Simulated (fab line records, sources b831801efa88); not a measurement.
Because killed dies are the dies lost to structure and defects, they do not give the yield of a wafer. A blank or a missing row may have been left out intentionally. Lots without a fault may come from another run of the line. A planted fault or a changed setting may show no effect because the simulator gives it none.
fab line records -- flow sky130
[record] lots = 6, wafers = 18, lastDay = 50
route steps=708 shown FIELD_ISO@8 NWELL@32 DNWELL@35 PWDE@45 PAD_OPEN@708
lots with no fault: from the same line, run without faults
startH: the number of hours between the record's first day and the start of the first shown wafer of the lot -- waitH: hours from the lot's prior step to this one -- " the same as in the row above -- L1.1+2: a single row standing in for several wafers -- - no value present, or no start provided -- * or withheld: withheld -- < > ~ a bound
route shown NAME@n: names a module that has steps shown in the file, with the first one's number in the route -- usual: mean/standard deviation taken from wafers without a fault -- same: alike in all rows -- chamber/n: place in a boat -- sites: readings site by site -- _std_site: how widely they spread, as a standard deviation -- _edge_site: inner sites' mean taken away from outer sites' mean -- radiusMm: for every site, how far away it sits from the centre of the wafer -- mask NAME#n: copy n -- behind: the most recent tool/chamber to have shaped the wafer -- hold: the reason the lot was held/the length of the hold in hours/how it ended -- device: transistor that didn't switch, given as n, p or np -- end of line: the tests these same wafers got at the end of their route -- a step given without rows: its recipe and nothing more -- killed: not the wafer's yield, but the dies lost to structure and defects at the first sort -- map: the dies of a wafer, with x for killed, . for not killed, _ for no die there
set.NAME: the run value of the setting; set.NAME@STEP: its run value at that earlier step -- model.NAME: the simulator's own value behind a step, which no gauge read
lots at some steps of the route; a table a step, a row a wafer
services: a tool's chamber out of use, with start hour (startH, from the record's first day; less than 0 if before it), hours out, and reason
[[steps]]
[step SKY_FIELD_ISO_COAT_07]
[recipe] resist = BARC, tempC = withheld, timeS = withheld, spinRpm = 3000, resistThkNm = 60
[step SKY_FIELD_ISO_COAT_08]
[recipe] resist = KrF-thick, spinRpm = 3000, resistThkNm = 450
[step SKY_FIELD_ISO_SOFTBAKE_09]
[recipe] tempC = 100, timeS = 90, resist = KrF-thick
[step SKY_FIELD_ISO_EXPOSE_10]
[recipe] maskId = FOM, na = 0.68, sourceShape = annular, sigmaInner = 0.4, sigmaOuter = 0.8, targetCdNm = 150, doseMj = 27.45
[step SKY_FIELD_ISO_PEB_11]
[recipe] pebTempC = withheld, pebTimeS = withheld, resist = KrF-thick
[step SKY_FIELD_ISO_DEVELOP_12]
[recipe] developTimeS = 60, resist = KrF-thick, devTempC = 21
[step SKY_FIELD_ISO_CD_MEAS_13]
[recipe] targetCdNm = 150
[usual] cdNm = 149.8/1.4
lot.wafer,tool,chamber,startH,waitH,cdNm
L933.1,cdSem-02,-,44.68,-,147.7
L933.5,cdSem-02,-,44.68,-,148.5
L933.6,cdSem-02,-,44.68,-,147.7
L936.3,cdSem-01,-,62.32,-,149.9
L936.5,cdSem-01,-,62.32,-,150.5
L936.6,cdSem-01,-,62.32,-,150.2
L939.2,cdSem-02,-,75.74,-,151.2
L939.5,cdSem-02,-,75.74,-,151.5
L939.6,cdSem-02,-,75.74,-,152.3
L942.2,cdSem-02,-,91.85,-,151.5
L942.3,cdSem-02,-,91.85,-,150.5
L942.5,cdSem-02,-,91.85,-,149.5
L949.1,cdSem-02,-,127.57,-,149.1
L949.2,cdSem-02,-,127.57,-,148.9
L949.3,cdSem-02,-,127.57,-,149.0
L952.1,cdSem-01,-,142.36,-,148.3
L952.3,cdSem-01,-,142.36,-,148.3
L952.6,cdSem-01,-,142.36,-,148.7
[step SKY_FIELD_ISO_ETCH_14]
[recipe] chemistry = N2/H2, target = BARC, ionEnergyEv = 200, sourceW = 500, biasW = 100, pressureMtorr = 30, n2FlowSccm = 100, h2FlowSccm = 200, stopOn = SiO2, timeS = 45.9, targetDepthA = 600
[usual] drypumpMotorCurrentA = 5.6/0.32, oesProductAu = 0.855/0.0046, throttleValvePct = 13.226/0.0088
lot.wafer,tool,chamber,startH,waitH,drypumpMotorCurrentA,oesProductAu,rfHoursCounterH,throttleValvePct
L933.1,rieDiel-01,3,44.80,0.1,5.8,0.848,5,13.227
L933.5,rieDiel-01,1,44.80,0.1,5.8,0.865,-,13.224
L933.6,rieDiel-01,0,44.80,0.1,5.6,0.861,-,13.214
L936.3,rieDiel-01,2,62.40,0.1,6.0,0.861,11,13.233
L936.5,rieDiel-01,1,62.40,0.1,5.8,0.848,-,13.227
L936.6,rieDiel-01,0,62.40,0.1,5.6,0.857,-,13.240
L939.2,rieDiel-02,2,75.84,0.1,5.9,0.861,100,13.217
L939.5,rieDiel-02,1,75.84,0.1,5.3,0.847,-,13.241
L939.6,rieDiel-02,2,75.84,0.1,5.9,0.850,-,13.231
L942.2,rieDiel-03,0,91.95,0.1,5.0,0.846,59,13.221
L942.3,rieDiel-03,1,91.95,0.1,5.8,0.863,2,13.227
L942.5,rieDiel-03,0,91.95,0.1,5.0,0.847,-,13.237
L949.1,rieDiel-02,1,127.69,0.1,5.3,0.853,63,13.229
L949.2,rieDiel-02,0,127.69,0.1,5.5,0.860,127,13.231
L949.3,rieDiel-02,3,127.69,0.1,6.2,0.853,109,13.227
L952.1,rieDiel-03,2,142.48,0.1,5.8,0.852,7,13.215
L952.3,rieDiel-03,3,142.48,0.1,5.4,0.851,16,13.224
L952.6,rieDiel-03,2,142.48,0.1,5.8,0.849,-,13.238
[step SKY_FIELD_ISO_ETCH_15]
[recipe] chemistry = CHF3/O2, targetDepthNm = 180, stopOn = Si, sourceW = 600, biasW = 200, pressureMtorr = 40, chf3FlowSccm = 50, O2_flow_sccm = 5, timeS = 72
[usual] drypumpMotorCurrentA = 5.6/0.32, oesProductAu = 0.942/0.0077, throttleValvePct = 8.842/0.0097
lot.wafer,tool,chamber,startH,waitH,drypumpMotorCurrentA,oesProductAu,rfHoursCounterH,throttleValvePct
L933.1,rieDiel-01,3,44.85,0.0,5.8,0.942,5,8.843
L933.5,rieDiel-01,1,44.85,0.0,5.7,0.948,-,8.868
L933.6,rieDiel-01,0,44.85,0.0,5.6,0.950,-,8.855
L936.3,rieDiel-01,2,62.44,0.0,6.0,0.944,11,8.863
L936.5,rieDiel-01,1,62.44,0.0,5.7,0.953,-,8.852
L936.6,rieDiel-01,0,62.44,0.0,5.6,0.940,-,8.849
L939.2,rieDiel-02,2,75.88,0.0,5.9,0.925,100,8.831
L939.5,rieDiel-02,1,75.88,0.0,5.3,0.937,-,8.837
L939.6,rieDiel-02,2,75.88,0.0,5.9,0.932,-,8.839
L942.2,rieDiel-03,0,91.99,0.0,5.1,0.939,59,8.852
L942.3,rieDiel-03,1,91.99,0.0,5.8,0.946,2,8.834
L942.5,rieDiel-03,0,91.99,0.0,5.1,0.935,-,8.856
L949.1,rieDiel-02,1,127.73,0.0,5.3,0.955,63,8.839
L949.2,rieDiel-02,0,127.73,0.0,5.6,0.947,127,8.858
L949.3,rieDiel-02,3,127.73,0.0,6.2,0.946,109,8.836
L952.1,rieDiel-03,2,142.52,0.0,5.7,0.946,7,8.834
L952.3,rieDiel-03,3,142.52,0.0,5.4,0.929,16,8.830
L952.6,rieDiel-03,2,142.52,0.0,5.7,0.941,-,8.842
[step SKY_FIELD_ISO_STRIP_16]
[recipe] chemistry = O2/N2, powerW = 1400, pressureMtorr = 1500, platenTempC = withheld, o2FlowSccm = 3000, n2FlowSccm = 300, overashFraction = 0.5
[usual] drypumpMotorCurrentA = 5.73/0.25, oesProductAu = 0.378/0.0049, stripTimeToEndpointS = 3.56/0.052
lot.wafer,tool,chamber,startH,waitH,drypumpMotorCurrentA,oesProductAu,rfHoursCounterH,stripTimeToEndpointS
L933.1,plasmaAsher-02,1,44.90,0.0,5.48,0.373,25,3.58
L933.5,plasmaAsher-02,1,44.90,0.0,5.46,0.381,-,3.57
L933.6,plasmaAsher-02,0,44.90,0.0,5.70,0.382,-,3.49
L936.3,plasmaAsher-01,0,62.53,0.1,5.99,0.382,-,3.56
L936.5,plasmaAsher-01,0,62.53,0.1,5.99,0.377,-,3.60
L936.6,plasmaAsher-01,1,62.53,0.1,5.44,0.380,-,3.49
L939.2,plasmaAsher-02,0,75.94,0.0,5.72,0.379,29,3.58
L939.5,plasmaAsher-02,0,75.94,0.0,5.74,0.368,-,3.51
L939.6,plasmaAsher-02,1,75.94,0.0,5.46,0.382,-,3.57
L942.2,plasmaAsher-02,0,92.05,0.0,5.74,0.375,30,3.58
L942.3,plasmaAsher-02,1,92.05,0.0,5.46,0.386,-,3.57
L942.5,plasmaAsher-02,0,92.05,0.0,5.74,0.372,-,3.57
L949.1,plasmaAsher-01,1,127.79,0.0,5.44,0.369,1,3.53
L949.2,plasmaAsher-01,0,127.79,0.0,6.01,0.378,1,3.60
L949.3,plasmaAsher-01,0,127.79,0.0,5.99,0.381,-,3.68
L952.1,plasmaAsher-04,0,142.57,0.0,6.16,0.368,45,3.45
L952.3,plasmaAsher-04,0,142.57,0.0,6.18,0.380,-,3.52
L952.6,plasmaAsher-04,1,142.57,0.0,5.78,0.369,-,3.46
[step SKY_FIELD_ISO_ETCH_17]
[recipe] targetDepthA = 3420, maskMaterial = Si3N4, chemistry = HBr/Cl2/O2, target = Si, taperDeg = 5, icpW = 600, biasW = 150, pressureMtorr = 15, HBr_flow_sccm = 150, Cl2_flow_sccm = 40, O2_flow_sccm = 6, timeS = 97.7
[usual] drypumpMotorCurrentA = 5.6/0.43, oesProductAu = 0.994/0.019, throttleValvePct = 25.660/0.015
lot.wafer,tool,chamber,startH,waitH,drypumpMotorCurrentA,oesProductAu,rfHoursCounterH,throttleValvePct
L933.1,rieSi-02,3,45.00,0.1,5.8,0.988,3,25.661
L933.5,rieSi-02,2,45.00,0.1,5.4,1.002,-,25.676
L933.6,rieSi-02,3,45.00,0.1,5.8,0.978,-,25.658
L936.3,rieSi-01,0,62.60,0.0,6.4,1.026,1,25.626
L936.5,rieSi-01,0,62.60,0.0,6.4,1.024,-,25.623
L936.6,rieSi-01,3,62.60,0.0,5.3,0.959,-,25.674
L939.2,rieSi-01,0,76.04,0.1,6.4,1.022,1,25.636
L939.5,rieSi-01,2,76.04,0.1,5.1,1.001,-,25.651
L939.6,rieSi-01,1,76.04,0.1,5.5,1.001,-,25.655
L942.2,rieSi-01,1,92.15,0.1,5.5,1.003,22,25.655
L942.3,rieSi-01,3,92.15,0.1,5.3,0.968,2,25.677
L942.5,rieSi-01,2,92.15,0.1,5.1,0.999,-,25.659
L949.1,rieSi-01,1,127.89,0.1,5.5,1.004,22,25.647
L949.2,rieSi-01,0,127.89,0.1,6.4,1.015,1,25.635
L949.3,rieSi-01,3,127.89,0.1,5.3,0.979,3,25.684
L952.1,rieSi-02,0,142.67,0.1,5.8,0.991,2,25.676
L952.3,rieSi-02,3,142.67,0.1,5.8,0.995,4,25.660
L952.6,rieSi-02,1,142.67,0.1,6.2,0.983,-,25.678
[step SKY_FIELD_ISO_WET_ETCH_18]
[recipe] chemistry = H3PO4, targetDepthNm = 25, tempC = 160, target = Si3N4, timeS = 286
[step SKY_FIELD_ISO_CLEAN_19]
[recipe] chemistry = SC1/SC2, mix = 1:4:20, tempC = 70, timeS = 150
lot.wafer,tool,chamber,startH,waitH
L933.1+5+6,wetBench-03,0,45.16,0.0
L936.3+5+6,wetBench-01,1,62.76,0.0
L939.2+5+6,wetBench-01,3,76.19,0.0
L942.2+3+5,wetBench-01,3,92.31,0.0
L949.1+2+3,wetBench-03,1,128.04,0.0
L952.1+3+6,wetBench-03,0,142.83,0.0
[step SKY_FIELD_ISO_CLEAN_20]
[recipe] chemistry = dHF, timeS = 20, dilution = 100:1
[step SKY_FIELD_ISO_WET_ETCH_21]
[recipe] chemistry = dHF, dilution = 100:1, targetDepthNm = 20, dry = ipaMarangoni, target = SiO2, tempC = 25, timeS = 400
[step SKY_FIELD_ISO_OXIDATION_22]
[recipe] tempC = 950, ambient = O2, stabiliseS = 600, purgeS = 300, targetThkA = 100, oxTimeS = 623
[step SKY_FIELD_ISO_THK_MEAS_23]
[recipe] reads = SiO2_of_FIELD_ISO_OXIDATION_22
[usual] FIELD_ISO_OXIDATION_01_THK = 9.95/0.2
lot.wafer,tool,chamber,startH,waitH,FIELD_ISO_OXIDATION_01_THK[nm]
L933.1,filmMetro-03,-,46.52,0.0,9.67
L933.5,filmMetro-03,-,46.52,0.0,9.71
L933.6,filmMetro-03,-,46.52,0.0,9.83
L936.3,filmMetro-03,-,64.14,0.0,9.95
L936.5,filmMetro-03,-,64.14,0.0,9.92
L936.6,filmMetro-03,-,64.14,0.0,9.66
L939.2,filmMetro-01,-,81.94,0.0,10.07
L939.5,filmMetro-01,-,81.94,0.0,10.14
L939.6,filmMetro-01,-,81.94,0.0,10.18
L942.2,filmMetro-01,-,98.50,0.0,10.03
L942.3,filmMetro-01,-,98.50,0.0,10.10
L942.5,filmMetro-01,-,98.50,0.0,10.19
L949.1,filmMetro-01,-,130.58,0.0,9.89
L949.2,filmMetro-01,-,130.58,0.0,9.92
L949.3,filmMetro-01,-,130.58,0.0,9.99
L952.1,filmMetro-02,-,145.57,0.0,9.67
L952.3,filmMetro-02,-,145.57,0.0,9.65
L952.6,filmMetro-02,-,145.57,0.0,9.55
[step SKY_FIELD_ISO_CVD_24]
[recipe] material = SiO2, targetThkNm = 595, tempC = 650, sigmaOpenFrac = 0.3, timeS = 99.2, sih4FlowSccm = 60, pressureMtorr = 6
[step SKY_FIELD_ISO_THK_MEAS_25]
[recipe] reads = SiO2_of_FIELD_ISO_CVD_24
[usual] FIELD_ISO_CVD_24_THK = 597/7.1
lot.wafer,tool,chamber,startH,waitH,FIELD_ISO_CVD_24_THK[nm]
L933.1,filmMetro-01,-,46.65,0.0,602
L933.5,filmMetro-01,-,46.65,0.0,602
L933.6,filmMetro-01,-,46.65,0.0,607
L936.3,filmMetro-02,-,64.27,0.1,589
L936.5,filmMetro-02,-,64.27,0.1,600
L936.6,filmMetro-02,-,64.27,0.1,600
L939.2,filmMetro-03,-,82.07,0.0,583
L939.5,filmMetro-03,-,82.07,0.0,588
L939.6,filmMetro-03,-,82.07,0.0,582
L942.2,filmMetro-02,-,98.63,0.0,606
L942.3,filmMetro-02,-,98.63,0.0,611
L942.5,filmMetro-02,-,98.63,0.0,600
L949.1,filmMetro-01,-,130.71,0.0,598
L949.2,filmMetro-01,-,130.71,0.0,603
L949.3,filmMetro-01,-,130.71,0.0,599
L952.1,filmMetro-01,-,145.70,0.0,597
L952.3,filmMetro-01,-,145.70,0.0,594
L952.6,filmMetro-01,-,145.70,0.0,592
[step SKY_FIELD_ISO_ANNEAL_26]
[recipe] tempC = 1000, timeS = 1800, ambient = N2
[step SKY_FIELD_ISO_CMP_27]
[recipe] stopOn = Si3N4, tOverpolishS = 16, downForcePsi = 4, platenRpm = 60, targetThkNm = 457.8, padVelocityMS = 0.94248
[step SKY_FIELD_ISO_WET_ETCH_28]
[recipe] chemistry = dHF, targetDepthNm = 23.7, target = SiO2, dilution = 10:1, tempC = 25, timeS = 47
[step SKY_FIELD_ISO_WET_ETCH_29]
[recipe] chemistry = H3PO4, targetDepthNm = 160, target = Si3N4, tempC = 160, timeS = 1825
[step SKY_FIELD_ISO_WET_ETCH_30]
[recipe] chemistry = dHF, targetDepthNm = 25, target = SiO2, dilution = 10:1, tempC = 25, timeS = 50
[step SKY_NWELL_CLEAN_00]
[recipe] chemistry = SC1/SC2, mix = 1:4:20, tempC = 70, timeS = 150, dry = n2Spin
[step SKY_NWELL_OXIDATION_01]
[recipe] tempC = 900, ambient = O2, stabiliseS = 600, purgeS = 300, targetThkA = 100, oxTimeS = 1418
[step SKY_NWELL_THK_MEAS_02]
[recipe] reads = SiO2_of_NWELL_OXIDATION_01
[usual] NWELL_OXIDATION_THK = 10.04/0.18
lot.wafer,tool,chamber,startH,waitH,NWELL_OXIDATION_THK[nm]
L933.1,filmMetro-02,-,50.85,0.0,10.07
L933.5,filmMetro-02,-,50.85,0.0,10.10
L933.6,filmMetro-02,-,50.85,0.0,10.31
L936.3,filmMetro-02,-,68.13,0.0,10.11
L936.5,filmMetro-02,-,68.13,0.0,10.15
L936.6,filmMetro-02,-,68.13,0.0,10.16
L939.2,filmMetro-02,-,93.06,0.0,10.24
L939.5,filmMetro-02,-,93.06,0.0,9.98
L939.6,filmMetro-02,-,93.06,0.0,10.13
L942.2,filmMetro-01,-,107.83,0.0,9.98
L942.3,filmMetro-01,-,107.83,0.0,10.01
L942.5,filmMetro-01,-,107.83,0.0,9.90
L949.1,filmMetro-01,-,137.62,0.0,10.03
L949.2,filmMetro-01,-,137.62,0.0,9.89
L949.3,filmMetro-01,-,137.62,0.0,10.10
L952.1,filmMetro-04,-,150.00,0.0,9.45
L952.3,filmMetro-04,-,150.00,0.0,9.73
L952.6,filmMetro-04,-,150.00,0.0,9.65
[step SKY_DNWELL_DEHYDRATE_00]
[recipe] tempC = 200, timeS = 60
[step SKY_DNWELL_HMDS_01]
[recipe] primeTimeS = 60, primeTempC = 120
[step SKY_DNWELL_COAT_02]
[recipe] spinRpm = 2000, resistThkNm = 3000
[step SKY_DNWELL_SOFTBAKE_03]
[recipe] tempC = 110, timeS = withheld
[step SKY_DNWELL_EXPOSE_04]
[recipe] maskId = DNM, na = 0.57, targetCdNm = 3000, doseMj = 222
[step SKY_DNWELL_PEB_05]
[recipe] tempC = 115, timeS = withheld
[step SKY_DNWELL_DEVELOP_06]
[recipe] wallAngleDeg = 90, developer = TMAH, developTimeS = 60, devTempC = 23
[step SKY_DNWELL_IMPLANT_07]
[recipe] species = P, energyKev = withheld, doseCm2 = withheld, tiltDeg = withheld
[step SKY_DNWELL_STRIP_08]
[recipe] chemistry = O2/N2, powerW = 1400, pressureMtorr = 1500, platenTempC = withheld, o2FlowSccm = 3000, n2FlowSccm = 300, overashFraction = 0.5
[usual] drypumpMotorCurrentA = 5.59/0.26, oesProductAu = 0.722/0.0047, stripTimeToEndpointS = 36.91/0.11
lot.wafer,tool,chamber,startH,waitH,drypumpMotorCurrentA,oesProductAu,rfHoursCounterH,stripTimeToEndpointS
L933.1,plasmaAsher-02,0,65.83,0.1,5.73,0.715,28,37.00
L933.5,plasmaAsher-02,1,65.83,0.1,5.48,0.728,-,36.97
L933.6,plasmaAsher-02,0,65.83,0.1,5.72,0.719,-,37.14
L936.3,plasmaAsher-02,0,84.93,0.1,5.74,0.722,-,36.78
L936.5,plasmaAsher-02,1,84.93,0.1,5.47,0.726,-,36.75
L936.6,plasmaAsher-02,0,84.93,0.1,5.71,0.721,-,36.85
L939.2,plasmaAsher-02,1,109.18,0.1,5.48,0.720,32,36.86
L939.5,plasmaAsher-02,1,109.18,0.1,5.49,0.730,-,36.97
L939.6,plasmaAsher-02,0,109.18,0.1,5.74,0.719,-,36.87
L942.2,plasmaAsher-02,0,125.81,0.1,5.75,0.724,34,37.02
L942.3,plasmaAsher-02,0,125.81,0.1,5.75,0.720,-,37.00
L942.5,plasmaAsher-02,0,125.81,0.1,5.73,0.719,-,36.96
L949.1,plasmaAsher-01,1,156.83,0.1,5.46,0.716,4,36.77
L949.2,plasmaAsher-01,0,156.83,0.1,6.06,0.731,4,36.82
L949.3,plasmaAsher-01,1,156.83,0.1,5.43,0.732,-,36.73
L952.1,plasmaAsher-01,1,170.14,0.1,5.43,0.719,5,37.10
L952.3,plasmaAsher-01,1,170.14,0.1,5.41,0.718,-,37.12
L952.6,plasmaAsher-01,0,170.14,0.1,6.01,0.718,-,37.00
[step SKY_DNWELL_TW_MEAS_09]
[usual] DNWELL_TW = 1114/10
lot.wafer,tool,chamber,startH,waitH,DNWELL_TW
L933.1,filmMetro-04,-,65.93,0.1,1122
L933.5,filmMetro-04,-,65.93,0.1,1118
L933.6,filmMetro-04,-,65.93,0.1,1122
L936.3,filmMetro-04,-,85.01,0.1,1110
L936.5,filmMetro-04,-,85.01,0.1,1118
L936.6,filmMetro-04,-,85.01,0.1,1119
L939.2,filmMetro-04,-,109.29,0.1,1112
L939.5,filmMetro-04,-,109.29,0.1,1118
L939.6,filmMetro-04,-,109.29,0.1,1115
L942.2,filmMetro-01,-,125.92,0.1,1113
L942.3,filmMetro-01,-,125.92,0.1,1112
L942.5,filmMetro-01,-,125.92,0.1,1109
L949.1,filmMetro-04,-,156.93,0.1,1125
L949.2,filmMetro-04,-,156.93,0.1,1116
L949.3,filmMetro-04,-,156.93,0.1,1120
L952.1,filmMetro-02,-,170.24,0.1,1086
L952.3,filmMetro-02,-,170.24,0.1,1095
L952.6,filmMetro-02,-,170.24,0.1,1088
[step SKY_PWDE_DEHYDRATE_00]
[recipe] tempC = 200, timeS = 60
[step SKY_PWDE_HMDS_01]
[recipe] primeTimeS = 60, primeTempC = 120
[step SKY_PWDE_COAT_02]
[recipe] spinRpm = 2000, resistThkNm = 3000
[step SKY_PWDE_SOFTBAKE_03]
[recipe] tempC = 110, timeS = withheld
[step SKY_PWDE_EXPOSE_04]
[recipe] maskId = PWDEM, na = 0.6, sourceShape = conventional, sigmaOuter = 0.6, polarization = unpolarized, targetCdNm = 840, doseMj = 214
[step SKY_PAD_OPEN_PROBE_99]
[usual] killed_at_M0_to_M3 = 42/7.1, killed_at_M4_up = 3.0/1.7, killedAtContacts = 25/5, killedAtFrontEnd = 16/4.4, killedAtOther = 0.5/1.4, killedDies = 87/9.2, killedOnRim = 18/4.3, killedOpen = 47/6.2, killedShort = 39/6.6
[same] grossDies = 492, killedAtBackSide = 0
lot.wafer,tool,chamber,startH,waitH,killed_at_M0_to_M3,killed_at_M4_up,killedAtContacts,killedAtFrontEnd,killedAtOther,killedDies,killedOnRim,killedOpen,killedShort
L939.2,prober-02,-,1136.35,0.1,33,4,25,68,1,131,28,47,34
L939.5,prober-02,-,1136.50,0.2,51,1,16,62,0,130,28,34,49
L939.6,prober-02,-,1136.55,0.2,46,2,25,62,0,135,38,41,45
L942.2,prober-02,-,1154.12,0.1,44,5,31,62,1,143,29,40,50
L942.3,prober-02,-,1154.17,0.2,37,4,29,63,0,133,27,53,30
L942.5,prober-02,-,1154.27,0.2,36,5,25,66,37,169,53,45,42
// killed by level:class
L939.2 FIELD_ISO:unspecified=49 CONTACT:geometricParticle:open=10 VIA1:geometricParticle:open=9 LI_CONTACT:geometricParticle:open=7 FIELD_ISO:geometricParticle:open=6 METAL1:geometricParticle:short=6 METAL2:geometricParticle:short=5 VIA3:geometricParticle:open=5
L939.5 FIELD_ISO:unspecified=47 VIA1:geometricParticle:open=10 METAL1:geometricParticle:short=7 METAL2:geometricParticle:short=7 VIA2:geometricParticle:open=7 VIA1:geometricParticle:short=6 FIELD_ISO:geometricParticle:open=5 LOCAL_INTERCONNECT:geometricParticle:short=5
L939.6 FIELD_ISO:unspecified=49 VIA1:geometricParticle:open=9 METAL2:geometricParticle:short=8 CONTACT:geometricParticle:short=7 VIA2:geometricParticle:open=7 VIA3:geometricParticle:open=6 FIELD_ISO:geometricParticle:short=5 POLY_GATE:geometricParticle:open=5
L942.2 FIELD_ISO:unspecified=53 CONTACT:geometricParticle:short=10 CONTACT:geometricParticle:open=9 VIA1:geometricParticle:open=7 METAL2:geometricParticle:short=6 LI_CONTACT:geometricParticle:open=6 METAL1:geometricParticle:short=6 VIA3:geometricParticle:open=6
L942.3 FIELD_ISO:unspecified=49 CONTACT:geometricParticle:open=15 VIA1:geometricParticle:open=10 METAL2:geometricParticle:short=6 VIA3:geometricParticle:open=5 CONTACT:geometricParticle:short=5 FIELD_ISO:geometricParticle:open=4 VIA1:geometricParticle:short=4
L942.5 FIELD_ISO:unspecified=45 CAPM:areaEtch=37 VIA1:geometricParticle:open=9 CONTACT:geometricParticle:open=8 FIELD_ISO:geometricParticle:short=6 VIA2:geometricParticle:open=6 LOCAL_INTERCONNECT:geometricParticle:short=5 CONTACT:geometricParticle:short=5
// map L939.6 (x killed, . not)
__________..x.x....._________
________.x...x......x._______
______x.x...x..........._____
_____xxx..............xx.____
____xxxxxx..x.....x.....x.___
___xxxxxxx.x.....x.x.......__
__xxxxxxxx.....x..........x._
_xxxxxxxxx..x.......x........
_xxxxxxxx...........x.....xx.
_x.xxxxx..........x......x...
_.xx.x....xx.....x.......x.xx
_..x.x..x..xx.x...xx......x.x
_...x..xx.......x.x..........
_.......x.x....xx...x.x.....x
_xx....x.............x.x.....
__...x.xx......xx..xx......x_
___...x..x..x............x.__
____.x............x.......___
_____.x...........x..x..x____
______..x............xx._____
________....x.x......._______
__________x.....x.xx_________
// map L942.5 (x killed, . not)
__________xx.x.xxx.._________
________...x.xx.....x._______
______xxx..............._____
_____xxxxx....x......x.xx____
____xxxxxx.............xx.___
___xxxxxx...x.x........x..x__
__xxxxxxxx.x.........x.xx..._
_xxxxxxxx......xx.....xx...x.
_xxxxxxxx.x........x....x..xx
_.x.xx.x....x........x...xx.x
_x....xxx...............xxx.x
_...x........x..x...x.x..x...
_.x....x......x..........xxx.
_......x......x....x..x.x.x.x
_....x..x..x...x.x.x...x.x.xx
__x...............xx....x.x._
___xxxxx.....x.x...x..xx..x__
____.....x..x...x....x..x.___
_____x.x.x......xx..x..xx____
______...............xxx_____
________.x.x.xxx.x...x_______
__________..xx.xxxx._________
[[services]]
tool,chamber,startH,hours,kind
rieSi-02,0,60.30,14.2,repair
plasmaAsher-01,-,66.94,3.0,repair
rieDiel-01,1,69.32,8.9,repair
plasmaAsher-04,-,71.70,10.0,repair
rieSi-01,0,78.16,6.5,repair
rieDiel-03,3,81.17,9.3,repair
rieSi-02,2,93.08,8.2,repair
plasmaAsher-01,-,108.75,9.0,pm
plasmaAsher-01,0,108.75,9.0,ventCycle
plasmaAsher-01,1,108.75,9.0,ventCycle
plasmaAsher-01,0,117.75,-,clean
plasmaAsher-01,1,117.75,-,clean
rieSi-02,0,119.50,6.5,repair
rieDiel-02,2,126.26,9.9,repair
rieDiel-01,3,126.37,3.7,repair
rieDiel-02,1,155.44,3.0,repair
[[key]]
[firstSign] step = SKY_PAD_OPEN_PROBE_99, reading = killedAtFrontEnd, direction = up, sigmas = 11, usual = 16, struck = 64
[effect] step = SKY_PAD_OPEN_PROBE_99, reading = killedDies, direction = up, sigmas = 5.8, usual = 87, struck = 140
metAt SKY_FIELD_ISO_CLEAN_19
struckWafers L939.2,L939.5,L939.6,L942.2,L942.3,L942.5
testerLeftOut L939,L942
[baselineLoss] step = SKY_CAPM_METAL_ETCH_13, wafers = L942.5
onsetBetween 62.76 76.19
alsoFits SKY_FIELD_ISO_STRIP_16:plasmaAsher-02,SKY_DNWELL_STRIP_08:plasmaAsher-02
[fault] kind = chamberParticleSource, tool = wetBench-01, chamber = -, onsetH = 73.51, steps = SKY_FIELD_ISO_CLEAN_19, ratePerVisitCm2 = 2.0619, endH = 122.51
// testerLeftOut: of these lots the tester's yield and bins aren't shown, on N5 and GAA mostly nor the transistor test; their killed dies are dies lost to structure and defects alone, not to doping, threshold or leakage, so they don't give the yield
// baselineLoss: these wafers lose ten dies or more at that step, a loss of the line's own and not of a fault; the sort's usual values leave them out
